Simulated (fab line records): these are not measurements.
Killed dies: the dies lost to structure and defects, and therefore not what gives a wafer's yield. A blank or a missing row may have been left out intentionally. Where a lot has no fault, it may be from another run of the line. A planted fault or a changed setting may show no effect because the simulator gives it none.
fab line records || flow sfqLine || part 2 of 2: steps 29 to 39 of 39
record {"lots": 5, "wafers": 15, "lastDay": 87}
route steps=325 shown M0@30 I0@43 M1@58
lots that met no fault: from a run of the same line without faults
startH: start of the lot's first displayed wafer, in hours after the record's first day || waitH: hours since the lot's step before || " unchanged from the row above || L1.1+2: one row covering several wafers at once || - no value, or no start was given || * or withheld: withheld || < > ~ a bound
route shown NAME@n: NAME is a module with steps in the file, n the number in the route of the first one || usual: the fault-free wafers' mean and standard deviation || same: alike in all rows || chamber/n: place in a boat || sites: readings site by site || _std_site: how widely they spread, as a standard deviation || _edge_site: mean of outer sites minus mean of inner sites || radiusMm: how far each site lies from the wafer's centre || mask NAME#n: copy n || behind: the most recent tool/chamber to have shaped the wafer || hold: reason for holding the lot/hours on hold/outcome of the hold || device: which transistor (n, p or np) failed to switch || end of line: the tests these same wafers got at the end of their route || where a step has no rows: the recipe by itself || killed: dies that structure and defects cost at the first sort, which is not the same as the wafer's yield || map: per-die view of a wafer (x killed, . not killed, _ where there is no die)
set.NAME: the setting that was run; set.NAME@STEP: the one run at that earlier step || model.NAME: the simulator's own value behind a step, which no gauge read
lots at selected steps of the route; one table per step, one row per wafer
services: when a tool's chamber went out of use (startH, in hours from the record's first day, below 0 if earlier), for how many hours, and the reason
## steps
# step SFQ_TRILAYER_M1_DEP_SPUTTER_037
# recipe {"material": "Nb", "basePressurePa": 1.33e-06, "chamberPressurePa": 0.1333, "substrateTempC": 20, "resputterCathodeVoltageV": 400, "targetThkNm": 200, "powerW": 2000, "timeS": 133.3}
# usual {"throttleValvePct": "29.9/0.69"}
{"lot.wafer": "L074.2", "tool": "pvdSputter-06", "chamber": "-", "startH": 200.70, "waitH": 0.0, "throttleValvePct": 29.9}
{"lot.wafer": "L074.3", "tool": "pvdSputter-06", "chamber": "-", "startH": 200.70, "waitH": 0.0, "throttleValvePct": 30.2}
{"lot.wafer": "L074.4", "tool": "pvdSputter-06", "chamber": "-", "startH": 200.70, "waitH": 0.0, "throttleValvePct": 29.8}
{"lot.wafer": "L075.3", "tool": "pvdSputter-06", "chamber": "-", "startH": 207.91, "waitH": 0.0, "throttleValvePct": 29.2}
{"lot.wafer": "L075.4", "tool": "pvdSputter-06", "chamber": "-", "startH": 207.91, "waitH": 0.0, "throttleValvePct": 29.5}
{"lot.wafer": "L075.5", "tool": "pvdSputter-06", "chamber": "-", "startH": 207.91, "waitH": 0.0, "throttleValvePct": 29.9}
{"lot.wafer": "L081.1", "tool": "pvdSputter-04", "chamber": "-", "startH": 251.54, "waitH": 0.0, "throttleValvePct": 29.8}
{"lot.wafer": "L081.4", "tool": "pvdSputter-04", "chamber": "-", "startH": 251.54, "waitH": 0.0, "throttleValvePct": 29.4}
{"lot.wafer": "L081.6", "tool": "pvdSputter-04", "chamber": "-", "startH": 251.54, "waitH": 0.0, "throttleValvePct": 29.7}
{"lot.wafer": "L082.2", "tool": "pvdSputter-03", "chamber": "-", "startH": 257.22, "waitH": 0.0, "throttleValvePct": 29.7}
{"lot.wafer": "L082.3", "tool": "pvdSputter-03", "chamber": "-", "startH": 257.22, "waitH": 0.0, "throttleValvePct": 29.2}
{"lot.wafer": "L082.5", "tool": "pvdSputter-03", "chamber": "-", "startH": 257.22, "waitH": 0.0, "throttleValvePct": 31.8}
{"lot.wafer": "L087.3", "tool": "pvdSputter-06", "chamber": "-", "startH": 284.79, "waitH": 0.0, "throttleValvePct": 29.1}
{"lot.wafer": "L087.4", "tool": "pvdSputter-06", "chamber": "-", "startH": 284.79, "waitH": 0.0, "throttleValvePct": 29.9}
{"lot.wafer": "L087.6", "tool": "pvdSputter-06", "chamber": "-", "startH": 284.79, "waitH": 0.0, "throttleValvePct": 30.1}
# step SFQ_M1_RS_MEAS_909
# recipe {"thkMeasGauge": "four-point-probe", "reads": "Nb_of_TRILAYER_M1_DEP_SPUTTER_037"}
# usual {"M1_NB_RS": "0.891/0.011"}
{"lot.wafer": "L074.2", "tool": "filmMetro-02", "chamber": "-", "startH": 200.81, "waitH": 0.1, "M1_NB_RS[ohm/sq]": 0.902}
{"lot.wafer": "L074.3", "tool": "filmMetro-02", "chamber": "-", "startH": 200.81, "waitH": 0.1, "M1_NB_RS[ohm/sq]": 0.893}
{"lot.wafer": "L074.4", "tool": "filmMetro-02", "chamber": "-", "startH": 200.81, "waitH": 0.1, "M1_NB_RS[ohm/sq]": 0.892}
{"lot.wafer": "L075.3", "tool": "filmMetro-04", "chamber": "-", "startH": 208.04, "waitH": 0.1, "M1_NB_RS[ohm/sq]": 0.891}
{"lot.wafer": "L075.4", "tool": "filmMetro-04", "chamber": "-", "startH": 208.04, "waitH": 0.1, "M1_NB_RS[ohm/sq]": 0.895}
{"lot.wafer": "L075.5", "tool": "filmMetro-04", "chamber": "-", "startH": 208.04, "waitH": 0.1, "M1_NB_RS[ohm/sq]": 0.897}
{"lot.wafer": "L081.1", "tool": "filmMetro-04", "chamber": "-", "startH": 252.47, "waitH": 0.9, "M1_NB_RS[ohm/sq]": 0.893}
{"lot.wafer": "L081.4", "tool": "filmMetro-04", "chamber": "-", "startH": 252.47, "waitH": 0.9, "M1_NB_RS[ohm/sq]": 0.879}
{"lot.wafer": "L081.6", "tool": "filmMetro-04", "chamber": "-", "startH": 252.47, "waitH": 0.9, "M1_NB_RS[ohm/sq]": 0.892}
{"lot.wafer": "L082.2", "tool": "filmMetro-04", "chamber": "-", "startH": 258.57, "waitH": 1.3, "M1_NB_RS[ohm/sq]": 0.900}
{"lot.wafer": "L082.3", "tool": "filmMetro-04", "chamber": "-", "startH": 258.57, "waitH": 1.3, "M1_NB_RS[ohm/sq]": 0.885}
{"lot.wafer": "L082.5", "tool": "filmMetro-04", "chamber": "-", "startH": 258.57, "waitH": 1.3, "M1_NB_RS[ohm/sq]": 0.896}
{"lot.wafer": "L087.3", "tool": "filmMetro-04", "chamber": "-", "startH": 284.93, "waitH": 0.1, "M1_NB_RS[ohm/sq]": 0.870}
{"lot.wafer": "L087.4", "tool": "filmMetro-04", "chamber": "-", "startH": 284.93, "waitH": 0.1, "M1_NB_RS[ohm/sq]": 0.895}
{"lot.wafer": "L087.6", "tool": "filmMetro-04", "chamber": "-", "startH": 284.93, "waitH": 0.1, "M1_NB_RS[ohm/sq]": 0.885}
# step SFQ_TRILAYER_M1_LITHO_COAT_044
# recipe {"resist": "BARC", "spinRpm": 3000, "resistThkNm": 62}
{"lot.wafer": "L074.2+3+4", "tool": "lithoTrack-04", "chamber": 0, "startH": 201.02, "waitH": 0.1}
{"lot.wafer": "L075.3+4+5", "tool": "lithoTrack-01", "chamber": 0, "startH": 208.28, "waitH": 0.1}
{"lot.wafer": "L081.1+4+6", "tool": "lithoTrack-04", "chamber": 0, "startH": 252.65, "waitH": 0.1}
{"lot.wafer": "L082.2+3+5", "tool": "lithoTrack-01", "chamber": 0, "startH": 259.17, "waitH": 0.5}
{"lot.wafer": "L087.3+4+6", "tool": "lithoTrack-01", "chamber": 0, "startH": 285.17, "waitH": 0.1}
# step SFQ_TRILAYER_M1_LITHO_COAT_039
# recipe {"resist": "KrF", "spinRpm": 3000, "resistThkNm": 600}
{"lot.wafer": "L074.2+3+4", "tool": "lithoTrack-04", "chamber": 0, "startH": 201.32, "waitH": 0.2}
{"lot.wafer": "L075.3+4+5", "tool": "lithoTrack-01", "chamber": 0, "startH": 208.58, "waitH": 0.2}
{"lot.wafer": "L081.1+4+6", "tool": "lithoTrack-04", "chamber": 0, "startH": 252.95, "waitH": 0.2}
{"lot.wafer": "L082.2+3+5", "tool": "lithoTrack-01", "chamber": 0, "startH": 259.47, "waitH": 0.2}
{"lot.wafer": "L087.3+4+6", "tool": "lithoTrack-01", "chamber": 0, "startH": 285.47, "waitH": 0.2}
# step SFQ_TRILAYER_M1_LITHO_SOFTBAKE_043
# recipe {"tempC": "withheld", "timeS": "withheld", "resist": "KrF"}
{"lot.wafer": "L074.2+3+4", "tool": "lithoTrack-04", "chamber": 0, "startH": 201.59, "waitH": 0.2}
{"lot.wafer": "L075.3+4+5", "tool": "lithoTrack-01", "chamber": 0, "startH": 208.83, "waitH": 0.2}
{"lot.wafer": "L081.1+4+6", "tool": "lithoTrack-04", "chamber": 0, "startH": 253.25, "waitH": 0.2}
{"lot.wafer": "L082.2+3+5", "tool": "lithoTrack-01", "chamber": 0, "startH": 259.74, "waitH": 0.2}
{"lot.wafer": "L087.3+4+6", "tool": "lithoTrack-01", "chamber": 0, "startH": 285.72, "waitH": 0.2}
# step SFQ_TRILAYER_M1_LITHO_EXPOSE_040
# recipe {"maskId": "M1", "na": 0.6, "sourceShape": "conventional", "sigmaOuter": 0.65, "targetCdNm": 500, "doseMj": 14.4}
# same {"sigmaOuter": 0.65}
{"lot.wafer": "L074.2+3+4", "tool": "krfScanner-02", "chamber": 0, "startH": 279.44, "waitH": "-", "mask": "M1#0"}
{"lot.wafer": "L075.3+4+5", "tool": "krfScanner-02", "chamber": 0, "startH": 290.44, "waitH": "-", "mask": "M1#0"}
{"lot.wafer": "L081.1+4+6", "tool": "krfScanner-02", "chamber": 0, "startH": 345.20, "waitH": "-", "mask": "M1#0"}
{"lot.wafer": "L082.2+3+5", "tool": "krfScanner-02", "chamber": 0, "startH": 352.60, "waitH": "-", "mask": "M1#0"}
{"lot.wafer": "L087.3+4+6", "tool": "krfScanner-02", "chamber": 0, "startH": 387.25, "waitH": "-", "mask": "M1#0"}
# step SFQ_TRILAYER_M1_LITHO_PEB_042
# recipe {"pebTempC": 115, "pebTimeS": 60, "resist": "KrF"}
# usual {"heaterPowerTotalW": "79.14/0.075"}
{"lot.wafer": "L074.2", "tool": "lithoTrack-01", "chamber": 0, "startH": 280.47, "waitH": 0.8, "heaterPowerTotalW": 79.16}
{"lot.wafer": "L074.3", "tool": "lithoTrack-01", "chamber": 0, "startH": 280.47, "waitH": 0.8, "heaterPowerTotalW": 79.12}
{"lot.wafer": "L074.4", "tool": "lithoTrack-01", "chamber": 0, "startH": 280.47, "waitH": 0.8, "heaterPowerTotalW": 79.05}
{"lot.wafer": "L075.3", "tool": "lithoTrack-02", "chamber": 0, "startH": 291.29, "waitH": 0.7, "heaterPowerTotalW": 79.00}
{"lot.wafer": "L075.4", "tool": "lithoTrack-02", "chamber": 0, "startH": 291.29, "waitH": 0.7, "heaterPowerTotalW": 79.18}
{"lot.wafer": "L075.5", "tool": "lithoTrack-02", "chamber": 0, "startH": 291.29, "waitH": 0.7, "heaterPowerTotalW": 79.19}
{"lot.wafer": "L081.1", "tool": "lithoTrack-02", "chamber": 0, "startH": 346.40, "waitH": 1.0, "heaterPowerTotalW": 79.19}
{"lot.wafer": "L081.4", "tool": "lithoTrack-02", "chamber": 0, "startH": 346.40, "waitH": 1.0, "heaterPowerTotalW": 78.97}
{"lot.wafer": "L081.6", "tool": "lithoTrack-02", "chamber": 0, "startH": 346.40, "waitH": 1.0, "heaterPowerTotalW": 79.20}
{"lot.wafer": "L082.2", "tool": "lithoTrack-01", "chamber": 0, "startH": 353.62, "waitH": 0.8, "heaterPowerTotalW": 79.16}
{"lot.wafer": "L082.3", "tool": "lithoTrack-01", "chamber": 0, "startH": 353.62, "waitH": 0.8, "heaterPowerTotalW": 79.22}
{"lot.wafer": "L082.5", "tool": "lithoTrack-01", "chamber": 0, "startH": 353.62, "waitH": 0.8, "heaterPowerTotalW": 79.18}
{"lot.wafer": "L087.3", "tool": "lithoTrack-02", "chamber": 0, "startH": 388.10, "waitH": 0.7, "heaterPowerTotalW": 79.04}
{"lot.wafer": "L087.4", "tool": "lithoTrack-02", "chamber": 0, "startH": 388.10, "waitH": 0.7, "heaterPowerTotalW": 79.00}
{"lot.wafer": "L087.6", "tool": "lithoTrack-02", "chamber": 0, "startH": 388.10, "waitH": 0.7, "heaterPowerTotalW": 79.20}
# step SFQ_TRILAYER_M1_LITHO_DEVELOP_041
# recipe {"timeS": 60, "resist": "KrF"}
{"lot.wafer": "L074.2+3+4", "tool": "lithoTrack-01", "chamber": 0, "startH": 280.62, "waitH": 0.1}
{"lot.wafer": "L075.3+4+5", "tool": "lithoTrack-02", "chamber": 0, "startH": 291.44, "waitH": 0.1}
{"lot.wafer": "L081.1+4+6", "tool": "lithoTrack-02", "chamber": 0, "startH": 346.55, "waitH": 0.1}
{"lot.wafer": "L082.2+3+5", "tool": "lithoTrack-01", "chamber": 0, "startH": 353.77, "waitH": 0.1}
{"lot.wafer": "L087.3+4+6", "tool": "lithoTrack-02", "chamber": 0, "startH": 388.25, "waitH": 0.1}
# step SFQ_M1_OVL_MEAS_911
# usual {"M1_OVL": "1/4.9"}
{"lot.wafer": "L074.2", "tool": "overlay-02", "chamber": "-", "startH": 280.75, "waitH": 0.1, "M1_OVL[nm]": 6}
{"lot.wafer": "L074.3", "tool": "overlay-02", "chamber": "-", "startH": 280.75, "waitH": 0.1, "M1_OVL[nm]": 2}
{"lot.wafer": "L074.4", "tool": "overlay-02", "chamber": "-", "startH": 280.75, "waitH": 0.1, "M1_OVL[nm]": 6}
{"lot.wafer": "L075.3", "tool": "overlay-01", "chamber": "-", "startH": 291.56, "waitH": 0.1, "M1_OVL[nm]": -9}
{"lot.wafer": "L075.4", "tool": "overlay-01", "chamber": "-", "startH": 291.56, "waitH": 0.1, "M1_OVL[nm]": -4}
{"lot.wafer": "L075.5", "tool": "overlay-01", "chamber": "-", "startH": 291.56, "waitH": 0.1, "M1_OVL[nm]": -4}
{"lot.wafer": "L081.1", "tool": "overlay-02", "chamber": "-", "startH": 346.70, "waitH": 0.1, "M1_OVL[nm]": -4}
{"lot.wafer": "L081.4", "tool": "overlay-02", "chamber": "-", "startH": 346.70, "waitH": 0.1, "M1_OVL[nm]": -8}
{"lot.wafer": "L081.6", "tool": "overlay-02", "chamber": "-", "startH": 346.70, "waitH": 0.1, "M1_OVL[nm]": -8}
{"lot.wafer": "L082.2", "tool": "overlay-02", "chamber": "-", "startH": 353.91, "waitH": 0.1, "M1_OVL[nm]": 2}
{"lot.wafer": "L082.3", "tool": "overlay-02", "chamber": "-", "startH": 353.91, "waitH": 0.1, "M1_OVL[nm]": -1}
{"lot.wafer": "L082.5", "tool": "overlay-02", "chamber": "-", "startH": 353.91, "waitH": 0.1, "M1_OVL[nm]": -3}
{"lot.wafer": "L087.3", "tool": "overlay-01", "chamber": "-", "startH": 388.36, "waitH": 0.1, "M1_OVL[nm]": -2}
{"lot.wafer": "L087.4", "tool": "overlay-01", "chamber": "-", "startH": 388.36, "waitH": 0.1, "M1_OVL[nm]": -2}
{"lot.wafer": "L087.6", "tool": "overlay-01", "chamber": "-", "startH": 388.36, "waitH": 0.1, "M1_OVL[nm]": -2}
# step SFQ_TRILAYER_M1_BARC_OPEN_METAL_ETCH_054
# recipe {"maskMaterial": "PR", "chemistry": "O2", "targetDepthNm": 125, "target": "BARC", "icpW": 600, "biasW": 80, "pressureMtorr": 10, "timeS": 41.7}
# usual {"drypumpMotorCurrentA": "5.8/0.44", "oesProductAu": "0.686/0.0045", "rfFwdPowerW": "594/3.1"}
{"lot.wafer": "L074.2", "tool": "rieMetal-02", "chamber": 0, "startH": 280.78, "waitH": 0.0, "drypumpMotorCurrentA": 6.3, "oesProductAu": 0.682, "rfFwdPowerW": 596, "rfHoursCounterH": 31}
{"lot.wafer": "L074.3", "tool": "rieMetal-02", "chamber": 0, "startH": 280.78, "waitH": 0.0, "drypumpMotorCurrentA": 6.3, "oesProductAu": 0.689, "rfFwdPowerW": 597, "rfHoursCounterH": "-"}
{"lot.wafer": "L074.4", "tool": "rieMetal-02", "chamber": 1, "startH": 280.78, "waitH": 0.0, "drypumpMotorCurrentA": 5.9, "oesProductAu": 0.686, "rfFwdPowerW": 591, "rfHoursCounterH": "-"}
{"lot.wafer": "L075.3", "tool": "rieMetal-02", "chamber": 1, "startH": 291.60, "waitH": 0.0, "drypumpMotorCurrentA": 5.8, "oesProductAu": 0.688, "rfFwdPowerW": 594, "rfHoursCounterH": "-"}
{"lot.wafer": "L075.4", "tool": "rieMetal-02", "chamber": 0, "startH": 291.60, "waitH": 0.0, "drypumpMotorCurrentA": 6.3, "oesProductAu": 0.692, "rfFwdPowerW": 594, "rfHoursCounterH": "-"}
{"lot.wafer": "L075.5", "tool": "rieMetal-02", "chamber": 1, "startH": 291.60, "waitH": 0.0, "drypumpMotorCurrentA": 5.9, "oesProductAu": 0.681, "rfFwdPowerW": 592, "rfHoursCounterH": "-"}
{"lot.wafer": "L081.1", "tool": "rieMetal-02", "chamber": 1, "startH": 346.74, "waitH": 0.0, "drypumpMotorCurrentA": 5.9, "oesProductAu": 0.682, "rfFwdPowerW": 591, "rfHoursCounterH": 50}
{"lot.wafer": "L081.4", "tool": "rieMetal-02", "chamber": 0, "startH": 346.74, "waitH": 0.0, "drypumpMotorCurrentA": 6.3, "oesProductAu": 0.684, "rfFwdPowerW": 597, "rfHoursCounterH": "-"}
{"lot.wafer": "L081.6", "tool": "rieMetal-02", "chamber": 0, "startH": 346.74, "waitH": 0.0, "drypumpMotorCurrentA": 6.3, "oesProductAu": 0.687, "rfFwdPowerW": 597, "rfHoursCounterH": "-"}
{"lot.wafer": "L082.2", "tool": "rieMetal-02", "chamber": 0, "startH": 353.96, "waitH": 0.0, "drypumpMotorCurrentA": 6.3, "oesProductAu": 0.692, "rfFwdPowerW": 594, "rfHoursCounterH": "-"}
{"lot.wafer": "L082.3", "tool": "rieMetal-02", "chamber": 0, "startH": 353.96, "waitH": 0.0, "drypumpMotorCurrentA": 6.3, "oesProductAu": 0.692, "rfFwdPowerW": 593, "rfHoursCounterH": "-"}
{"lot.wafer": "L082.5", "tool": "rieMetal-02", "chamber": 0, "startH": 353.96, "waitH": 0.0, "drypumpMotorCurrentA": 6.3, "oesProductAu": 0.683, "rfFwdPowerW": 594, "rfHoursCounterH": "-"}
{"lot.wafer": "L087.3", "tool": "rieMetal-02", "chamber": 1, "startH": 388.41, "waitH": 0.0, "drypumpMotorCurrentA": 5.8, "oesProductAu": 0.684, "rfFwdPowerW": 593, "rfHoursCounterH": "-"}
{"lot.wafer": "L087.4", "tool": "rieMetal-02", "chamber": 0, "startH": 388.41, "waitH": 0.0, "drypumpMotorCurrentA": 6.3, "oesProductAu": 0.681, "rfFwdPowerW": 595, "rfHoursCounterH": "-"}
{"lot.wafer": "L087.6", "tool": "rieMetal-02", "chamber": 0, "startH": 388.41, "waitH": 0.0, "drypumpMotorCurrentA": 6.3, "oesProductAu": 0.683, "rfFwdPowerW": 593, "rfHoursCounterH": "-"}
# step SFQ_TRILAYER_M1_ETCH_METAL_ETCH_042
# recipe {"target": "Nb", "stopOn": "SiO2", "maskMaterial": "PR", "chemistry": "Cl2/Ar", "targetDepthNm": 240, "icpW": 600, "biasW": 80, "pressureMtorr": 10, "timeS": 120}
# usual {"drypumpMotorCurrentA": "5.8/0.44", "oesProductAu": "0.893/0.007", "rfFwdPowerW": "596.8/2.2"}
{"lot.wafer": "L074.2", "tool": "rieMetal-02", "chamber": 0, "startH": 280.84, "waitH": 0.0, "drypumpMotorCurrentA": 6.3, "oesProductAu": 0.882, "rfFwdPowerW": 601.1, "rfHoursCounterH": 31}
{"lot.wafer": "L074.3", "tool": "rieMetal-02", "chamber": 0, "startH": 280.84, "waitH": 0.0, "drypumpMotorCurrentA": 6.3, "oesProductAu": 0.893, "rfFwdPowerW": 600.1, "rfHoursCounterH": "-"}
{"lot.wafer": "L074.4", "tool": "rieMetal-02", "chamber": 1, "startH": 280.84, "waitH": 0.0, "drypumpMotorCurrentA": 5.8, "oesProductAu": 0.896, "rfFwdPowerW": 596.5, "rfHoursCounterH": "-"}
{"lot.wafer": "L075.3", "tool": "rieMetal-02", "chamber": 1, "startH": 291.68, "waitH": 0.1, "drypumpMotorCurrentA": 5.8, "oesProductAu": 0.896, "rfFwdPowerW": 596.9, "rfHoursCounterH": "-"}
{"lot.wafer": "L075.4", "tool": "rieMetal-02", "chamber": 0, "startH": 291.68, "waitH": 0.1, "drypumpMotorCurrentA": 6.3, "oesProductAu": 0.889, "rfFwdPowerW": 599.8, "rfHoursCounterH": "-"}
{"lot.wafer": "L075.5", "tool": "rieMetal-02", "chamber": 1, "startH": 291.68, "waitH": 0.1, "drypumpMotorCurrentA": 5.9, "oesProductAu": 0.884, "rfFwdPowerW": 595.6, "rfHoursCounterH": "-"}
{"lot.wafer": "L081.1", "tool": "rieMetal-02", "chamber": 1, "startH": 346.80, "waitH": 0.0, "drypumpMotorCurrentA": 5.9, "oesProductAu": 0.894, "rfFwdPowerW": 599.9, "rfHoursCounterH": 50}
{"lot.wafer": "L081.4", "tool": "rieMetal-02", "chamber": 0, "startH": 346.80, "waitH": 0.0, "drypumpMotorCurrentA": 6.3, "oesProductAu": 0.898, "rfFwdPowerW": 595.1, "rfHoursCounterH": "-"}
{"lot.wafer": "L081.6", "tool": "rieMetal-02", "chamber": 0, "startH": 346.80, "waitH": 0.0, "drypumpMotorCurrentA": 6.3, "oesProductAu": 0.893, "rfFwdPowerW": 598.0, "rfHoursCounterH": "-"}
{"lot.wafer": "L082.2", "tool": "rieMetal-02", "chamber": 0, "startH": 354.10, "waitH": 0.1, "drypumpMotorCurrentA": 6.3, "oesProductAu": 0.891, "rfFwdPowerW": 600.3, "rfHoursCounterH": "-"}
{"lot.wafer": "L082.3", "tool": "rieMetal-02", "chamber": 0, "startH": 354.10, "waitH": 0.1, "drypumpMotorCurrentA": 6.3, "oesProductAu": 0.893, "rfFwdPowerW": 597.5, "rfHoursCounterH": "-"}
{"lot.wafer": "L082.5", "tool": "rieMetal-02", "chamber": 0, "startH": 354.10, "waitH": 0.1, "drypumpMotorCurrentA": 6.3, "oesProductAu": 0.887, "rfFwdPowerW": 601.0, "rfHoursCounterH": "-"}
{"lot.wafer": "L087.3", "tool": "rieMetal-02", "chamber": 1, "startH": 388.49, "waitH": 0.1, "drypumpMotorCurrentA": 5.9, "oesProductAu": 0.905, "rfFwdPowerW": 595.2, "rfHoursCounterH": "-"}
{"lot.wafer": "L087.4", "tool": "rieMetal-02", "chamber": 0, "startH": 388.49, "waitH": 0.1, "drypumpMotorCurrentA": 6.3, "oesProductAu": 0.884, "rfFwdPowerW": 595.9, "rfHoursCounterH": "-"}
{"lot.wafer": "L087.6", "tool": "rieMetal-02", "chamber": 0, "startH": 388.49, "waitH": 0.1, "drypumpMotorCurrentA": 6.3, "oesProductAu": 0.894, "rfFwdPowerW": 595.4, "rfHoursCounterH": "-"}
## services
{"tool": "krfScanner-01", "chamber": "-", "startH": 71.98, "hours": 4.4, "kind": "pm"}
{"tool": "krfScanner-02", "chamber": "-", "startH": 92.82, "hours": 1.0, "kind": "pm"}
{"tool": "rieMetal-04", "chamber": "-", "startH": 110.51, "hours": 2.8, "kind": "pm"}
{"tool": "krfScanner-01", "chamber": "-", "startH": 117.15, "hours": 0.8, "kind": "pm"}
{"tool": "krfScanner-02", "chamber": "-", "startH": 119.02, "hours": 4.0, "kind": "pm"}
{"tool": "rieMetal-04", "chamber": 1, "startH": 129.40, "hours": 4.3, "kind": "repair"}
{"tool": "rieMetal-02", "chamber": "-", "startH": 131.68, "hours": 15.6, "kind": "pm"}
{"tool": "krfScanner-01", "chamber": "-", "startH": 151.50, "hours": 1.0, "kind": "pm"}
{"tool": "krfScanner-02", "chamber": "-", "startH": 189.04, "hours": 1.3, "kind": "pm"}
{"tool": "pvdSputter-06", "chamber": "-", "startH": 189.12, "hours": 0.7, "kind": "repair"}
{"tool": "pvdSputter-06", "chamber": "-", "startH": 221.16, "hours": 3.3, "kind": "repair"}
{"tool": "krfScanner-02", "chamber": "-", "startH": 223.49, "hours": 0.8, "kind": "pm"}
{"tool": "krfScanner-02", "chamber": "-", "startH": 261.44, "hours": 1.0, "kind": "pm"}
{"tool": "pvdSputter-06", "chamber": "-", "startH": 264.65, "hours": 0.5, "kind": "repair"}
{"tool": "rieMetal-04", "chamber": 1, "startH": 289.96, "hours": 2.2, "kind": "repair"}
{"tool": "krfScanner-02", "chamber": "-", "startH": 309.24, "hours": 3.6, "kind": "pm"}
{"tool": "rieMetal-02", "chamber": "-", "startH": 330.54, "hours": 1.4, "kind": "pm"}
{"tool": "rieMetal-04", "chamber": 1, "startH": 331.70, "hours": 15.4, "kind": "repair"}
{"tool": "pvdSputter-06", "chamber": "-", "startH": 333.78, "hours": 1.1, "kind": "repair"}
{"tool": "rieMetal-02", "chamber": 1, "startH": 347.75, "hours": 9.7, "kind": "repair"}
{"tool": "rieMetal-02", "chamber": "-", "startH": 348.86, "hours": 2.8, "kind": "pm"}
{"tool": "pvdSputter-06", "chamber": "-", "startH": 349.24, "hours": 1.4, "kind": "repair"}
{"tool": "krfScanner-02", "chamber": "-", "startH": 365.60, "hours": 1.3, "kind": "pm"}
{"tool": "krfScanner-02", "chamber": "-", "startH": 366.90, "hours": 0.8, "kind": "pm"}
